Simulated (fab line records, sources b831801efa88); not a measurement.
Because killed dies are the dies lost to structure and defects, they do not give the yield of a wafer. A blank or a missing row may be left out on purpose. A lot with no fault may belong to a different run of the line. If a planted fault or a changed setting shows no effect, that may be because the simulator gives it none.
fab line records    flow gf180mcu
[record] lots = 6  wafers = 18  lastDay = 34
route steps=602 shown V5@558 TOP_METAL@567
lots untouched by any fault: they come from a run of this same line in which no faults occurred
startH: hours from the record's opening day to when the first of the lot's shown wafers began    waitH: hours elapsed since this lot's preceding step    " as in the row above    L1.1+2: a single row standing in for several wafers    - no value, or no start was given    * or withheld: withheld    < > ~ a bound
route shown NAME@n: names a module that has steps shown in the file, with the first one's number in the route    usual: mean/standard deviation of fault-free wafers    same: alike in all rows    chamber/n: place in a boat    sites: the reading at each site    _std_site: standard deviation across them    _edge_site: the outer-site mean with the inner-site mean subtracted    radiusMm: for every site, how far away it sits from the centre of the wafer    mask NAME#n: copy n    behind: tool/chamber where the wafer was last shaped    hold: reason for holding the lot/hours on hold/outcome of the hold    device: whichever transistor did not switch (one of n, p or np)    end of line: at the end of the route, the tests of the same wafers    where a step has no rows: the recipe by itself    killed: at the first sort, the dies lost to defects and structure; wafer yield is something else    map: a wafer's dies, marking killed ones x, the rest . and places with no die _
set.NAME: setting as actually run; set.NAME@STEP: the setting as run at that earlier step    model.NAME: the simulator's own value behind a step, which no gauge read
lots seen at some steps along the route; tables by step, rows by wafer
services: when a tool's chamber went out of use (startH, in hours from the record's first day, below 0 if earlier), for how many hours, and the reason
[[steps]]
[step GF_V5_STRIP_18]
[recipe] chemistry = O2/N2  powerW = 1400  pressureMtorr = 1500  platenTempC = 250  o2FlowSccm = 3000  n2FlowSccm = 300  overashFraction = 0.5
[step GF_V5_STRIP_19]
[recipe] chemistry = postEtchResidueRemover  timeS = 1200  tempC = 72.5
[step GF_V5_CLEAN_20]
[recipe] chemistry = DIW  dry = n2Spin
[step GF_V5_SPUTTER_21]
[recipe] material = Ti  targetThkNm = 15  chamberPressurePa = 5  powerW = 2500  substrateTempC = 200  timeS = 80.02
[step GF_V5_SPUTTER_22]
[recipe] material = TiN  targetThkNm = 10  chamberPressurePa = 5  powerW = 3899  timeS = 40
[step GF_V5_CVD_23]
[recipe] material = W  targetThkNm = 350  timeS = 104.9  tempC = 400  pressureTorr = 40
[usual] heaterPowerW = 837/99
lot.wafer  tool     chamber  startH  waitH  heaterPowerW
L762.1     cvdW-01  0        630.81  0.0    656
L762.2     "        1        "       "      866
L762.3     "        1        "       "      856
L770.3     cvdW-02  1        696.25  0.1    932
L770.4     "        0        "       "      855
L770.5     "        0        "       "      839
L776.1     cvdW-01  1        734.20  0.0    866
L776.2     "        0        "       "      671
L776.4     "        0        "       "      663
L782.3     cvdW-02  0        773.91  0.1    845
L782.4     "        1        "       "      945
L782.5     "        0        "       "      850
L783.1     cvdW-01  0        784.02  0.0    653
L783.5     "        1        "       "      840
L783.6     "        0        "       "      680
L784.1     cvdW-01  1        785.49  0.0    854
L784.2     "        0        "       "      674
L784.6     "        1        "       "      881
[step GF_V5_RS_MEAS_24]
[recipe] thkMeasGauge = four-point-probe  reads = W_of_V5_CVD_23+TiN_of_V5_SPUTTER_22+Ti_of_V5_SPUTTER_21
[usual] V5_W_RS = 0.325/0.0032
lot.wafer  tool          chamber  startH  waitH  V5_W_RS[ohm/sq]
L762.1     filmMetro-02  -        630.92  0.1    0.327
L762.2     "             -        "       "      0.321
L762.3     "             -        "       "      0.321
L770.3     filmMetro-04  -        696.36  0.1    0.328
L770.4     "             -        "       "      0.323
L770.5     "             -        "       "      0.324
L776.1     filmMetro-02  -        734.31  0.1    0.323
L776.2     "             -        "       "      0.329
L776.4     "             -        "       "      0.327
L782.3     filmMetro-02  -        774.02  0.1    0.324
L782.4     "             -        "       "      0.332
L782.5     "             -        "       "      0.323
L783.1     filmMetro-01  -        784.13  0.1    0.327
L783.5     "             -        "       "      0.322
L783.6     "             -        "       "      0.328
L784.1     filmMetro-01  -        785.60  0.1    0.321
L784.2     "             -        "       "      0.322
L784.6     "             -        "       "      0.323
[step GF_V5_THK_MEAS_25]
[recipe] thkMeasGauge = xrf  reads = W_of_V5_CVD_23
[usual] V5_W_THK = 351/4.1
lot.wafer  tool          chamber  startH  waitH  V5_W_THK[nm]
L762.1     filmMetro-02  -        631.04  0.1    350
L762.2     "             -        "       "      356
L762.3     "             -        "       "      356
L770.3     filmMetro-04  -        696.46  0.1    345
L770.4     "             -        "       "      350
L770.5     "             -        "       "      350
L776.1     filmMetro-02  -        734.43  0.1    354
L776.2     "             -        "       "      346
L776.4     "             -        "       "      350
L782.3     filmMetro-02  -        774.12  0.1    356
L782.4     "             -        "       "      348
L782.5     "             -        "       "      355
L783.1     filmMetro-01  -        784.25  0.1    347
L783.5     "             -        "       "      353
L783.6     "             -        "       "      345
L784.1     filmMetro-01  -        785.72  0.1    354
L784.2     "             -        "       "      350
L784.6     "             -        "       "      351
[step GF_V5_CMP_26]
[recipe] stopOn = SiO2  downForcePsi = 3.5  platenRpm = 60  tOverpolishS = 15  targetThkNm = 0  padVelocityMS = 0.94248
[step GF_TOP_METAL_SPUTTER_00]
[recipe] material = Ti  targetThkNm = 37.5  arrivingIonEnergyEv = 80  substrateTempC = 200  chamberPressurePa = 2  powerW = 4000  timeS = 150
[usual] cathodeDcPowerW = 4000.1/0.7  chamberPressurePa = 2.000/0.004  throttleValvePct = 30.3/1.1
lot.wafer  tool           chamber  startH  waitH  cathodeDcPowerW  chamberPressurePa  throttleValvePct
L762.1     pvdSputter-02  -        633.37  0.1    4000.5           2.002              31.1
L762.2     "              -        "       "      4001.0           2.007              29.3
L762.3     "              -        "       "      4000.8           2.000              30.1
L770.3     pvdSputter-02  -        696.80  0.1    3999.6           2.000              30.7
L770.4     "              -        "       "      3999.6           2.001              30.3
L770.5     "              -        "       "      4001.0           2.000              29.8
L776.1     pvdSputter-04  -        734.79  0.1    4000.4           1.996              30.0
L776.2     "              -        "       "      4000.0           2.006              30.2
L776.4     "              -        "       "      4001.1           1.999              32.1
L782.3     pvdSputter-02  -        774.46  0.2    3999.2           2.003              28.9
L782.4     "              -        "       "      3998.1           2.001              31.1
L782.5     "              -        "       "      4000.6           1.996              29.7
L783.1     pvdSputter-04  -        784.61  0.1    3999.9           2.000              29.9
L783.5     "              -        "       "      4000.3           1.999              30.0
L783.6     "              -        "       "      4000.2           1.997              30.1
L784.1     pvdSputter-03  -        786.08  0.2    3999.3           2.002              31.0
L784.2     "              -        "       "      4000.4           2.005              31.9
L784.6     "              -        "       "      4000.7           1.998              31.0
[step GF_TOP_METAL_SPUTTER_01]
[recipe] material = TiN  targetThkNm = 30  powerW = 6500  timeS = 25  chamberPressurePa = 0.4
[usual] cathodeDcPowerW = 6500.0/1.2  chamberPressurePa = 0.3999/0.00074  throttleValvePct = 30.3/1.1
lot.wafer  tool           chamber  startH  waitH  cathodeDcPowerW  chamberPressurePa  throttleValvePct
L762.1     pvdSputter-02  -        633.47  0.1    6499.0           0.3991             31.0
L762.2     "              -        "       "      6501.5           0.4007             29.5
L762.3     "              -        "       "      6497.5           0.3991             30.1
L770.3     pvdSputter-02  -        696.90  0.1    6497.8           0.3996             31.0
L770.4     "              -        "       "      6498.7           0.3992             30.3
L770.5     "              -        "       "      6499.8           0.4005             29.5
L776.1     pvdSputter-04  -        734.89  0.1    6503.5           0.3998             30.2
L776.2     "              -        "       "      6499.3           0.3996             30.1
L776.4     "              -        "       "      6500.1           0.3996             32.2
L782.3     pvdSputter-02  -        774.56  0.1    6498.7           0.4004             29.0
L782.4     "              -        "       "      6499.7           0.3999             30.8
L782.5     "              -        "       "      6502.7           0.4008             29.8
L783.1     pvdSputter-04  -        784.71  0.1    6500.9           0.4001             30.0
L783.5     "              -        "       "      6502.6           0.4001             29.8
L783.6     "              -        "       "      6498.9           0.4013             29.9
L784.1     pvdSputter-03  -        786.18  0.1    6499.7           0.3993             31.0
L784.2     "              -        "       "      6499.0           0.3984             31.9
L784.6     "              -        "       "      6499.7           0.3994             31.1
[step GF_TOP_METAL_SPUTTER_02]
[recipe] material = AlCu  targetThkNm = 900  powerW = 10600  chamberPressurePa = 0.3  substrateTempC = 250  gas = Ar  timeS = 47.82
[usual] cathodeDcPowerW = 10600/2.1  chamberPressurePa = 0.3000/0.00065  throttleValvePct = 30.3/1.1
lot.wafer  tool           chamber  startH  waitH  cathodeDcPowerW  chamberPressurePa  throttleValvePct
L762.1     pvdSputter-02  -        633.50  0.0    10600            0.2999             30.7
L762.2     "              -        "       "      10601            0.2996             29.7
L762.3     "              -        "       "      10596            0.2994             30.3
L770.3     pvdSputter-02  -        696.93  0.0    10600            0.3000             31.0
L770.4     "              -        "       "      10600            0.2996             30.1
L770.5     "              -        "       "      10596            0.2994             29.8
L776.1     pvdSputter-04  -        734.92  0.0    10600            0.2995             29.9
L776.2     "              -        "       "      10604            0.3001             30.2
L776.4     "              -        "       "      10598            0.2990             31.7
L782.3     pvdSputter-02  -        774.59  0.0    10598            0.2993             28.9
L782.4     "              -        "       "      10602            0.3012             31.0
L782.5     "              -        "       "      10600            0.3006             29.5
L783.1     pvdSputter-04  -        784.74  0.0    10603            0.3000             29.9
L783.5     "              -        "       "      10601            0.2999             30.0
L783.6     "              -        "       "      10597            0.2999             29.8
L784.1     pvdSputter-03  -        786.21  0.0    10599            0.2995             30.9
L784.2     "              -        "       "      10597            0.3013             32.1
L784.6     "              -        "       "      10603            0.2987             31.2
[step GF_TOP_METAL_SPUTTER_03]
[recipe] material = Ti  targetThkNm = 5  substrateTempC = 300  chamberPressurePa = 0.3  powerW = 3000  timeS = 3.3
[usual] cathodeDcPowerW = 2999.9/0.51  chamberPressurePa = 0.3001/0.00064  throttleValvePct = 30.3/1.1
lot.wafer  tool           chamber  startH  waitH  cathodeDcPowerW  chamberPressurePa  throttleValvePct
L762.1     pvdSputter-02  -        633.54  0.0    3000.2           0.2997             30.8
L762.2     "              -        "       "      3000.3           0.3009             29.6
L762.3     "              -        "       "      3000.0           0.3008             29.9
L770.3     pvdSputter-02  -        696.97  0.0    2999.8           0.2995             30.9
L770.4     "              -        "       "      3000.0           0.3006             30.2
L770.5     "              -        "       "      2999.1           0.2994             29.5
L776.1     pvdSputter-04  -        734.96  0.0    2999.0           0.3010             30.2
L776.2     "              -        "       "      3000.3           0.3005             29.9
L776.4     "              -        "       "      2999.5           0.2991             32.2
L782.3     pvdSputter-02  -        774.64  0.0    -                -                  -
L782.4     "              -        "       "      -                -                  -
L782.5     "              -        "       "      -                -                  -
L783.1     pvdSputter-04  -        784.78  0.0    -                -                  -
L783.5     "              -        "       "      -                -                  -
L783.6     "              -        "       "      -                -                  -
L784.1     pvdSputter-03  -        786.26  0.0    2999.8           0.2994             31.2
L784.2     "              -        "       "      2999.6           0.3004             31.9
L784.6     "              -        "       "      3000.7           0.3004             31.1
[step GF_TOP_METAL_SPUTTER_04]
[recipe] material = TiN  targetThkNm = 25  powerW = 6500  timeS = 20.8  chamberPressurePa = 0.4
[usual] cathodeDcPowerW = 6500.2/1.1  chamberPressurePa = 0.4000/0.00081  throttleValvePct = 30.3/1.1
lot.wafer  tool           chamber  startH  waitH  cathodeDcPowerW  chamberPressurePa  throttleValvePct
L762.1     pvdSputter-02  -        633.56  0.0    6500.7           0.4016             31.1
L762.2     "              -        "       "      6500.1           0.3991             29.4
L762.3     "              -        "       "      6500.2           0.3998             30.0
L770.3     pvdSputter-02  -        696.99  0.0    6500.2           0.4005             30.9
L770.4     "              -        "       "      6499.7           0.3999             29.8
L770.5     "              -        "       "      6500.6           0.4010             29.7
L776.1     pvdSputter-04  -        734.98  0.0    6498.5           0.4004             30.1
L776.2     "              -        "       "      6500.4           0.4016             30.0
L776.4     "              -        "       "      6500.4           0.4006             32.0
L782.3     pvdSputter-02  -        774.65  0.0    6498.7           0.3996             28.7
L782.4     "              -        "       "      6503.0           0.3988             31.0
L782.5     "              -        "       "      6499.9           0.4003             29.6
L783.1     pvdSputter-04  -        784.80  0.0    6501.0           0.3998             29.9
L783.5     "              -        "       "      6501.0           0.3998             30.0
L783.6     "              -        "       "      6501.9           0.4010             30.0
L784.1     pvdSputter-03  -        786.27  0.0    6501.9           0.4005             31.1
L784.2     "              -        "       "      6499.0           0.3994             32.1
L784.6     "              -        "       "      6500.0           0.3999             31.2
[[services]]
tool           chamber  startH  hours  kind
pvdSputter-02  -        614.78  1.8    repair
cvdW-01        -        652.63  0.4    repair
cvdW-01        -        658.96  0.4    repair
pvdSputter-04  -        683.54  5.1    repair
pvdSputter-04  -        715.22  2.3    repair
pvdSputter-03  -        759.16  2.4    repair
[[key]]
[firstSign] step = GF_TOP_METAL_SPUTTER_03  reading = toolRecord  direction = missing
effect none on later readings
metAt GF_TOP_METAL_SPUTTER_03
struckWafers L782.3,L782.4,L782.5,L783.1,L783.5,L783.6
laterRowsLeftOut L782.3,L782.4,L782.5,L783.1,L783.5,L783.6
sortLeftOut L782.3,L782.4,L782.5,L783.1,L783.5,L783.6
onsetBetween 734.96 774.64
[fault] kind = skippedStepWhole  tool = pvdSputter-02,pvdSputter-04  chamber = -  onsetH = 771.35  steps = GF_TOP_METAL_SPUTTER_03  scope = struckLotsOnly
// sortLeftOut: the simulated sort isn't trusted on such a fault, so these wafers' sort isn't shown, and their yield isn't known
// laterRowsLeftOut: the simulator's readings of these wafers behind a module that went badly wrong aren't trusted and aren't shown, but for the sort
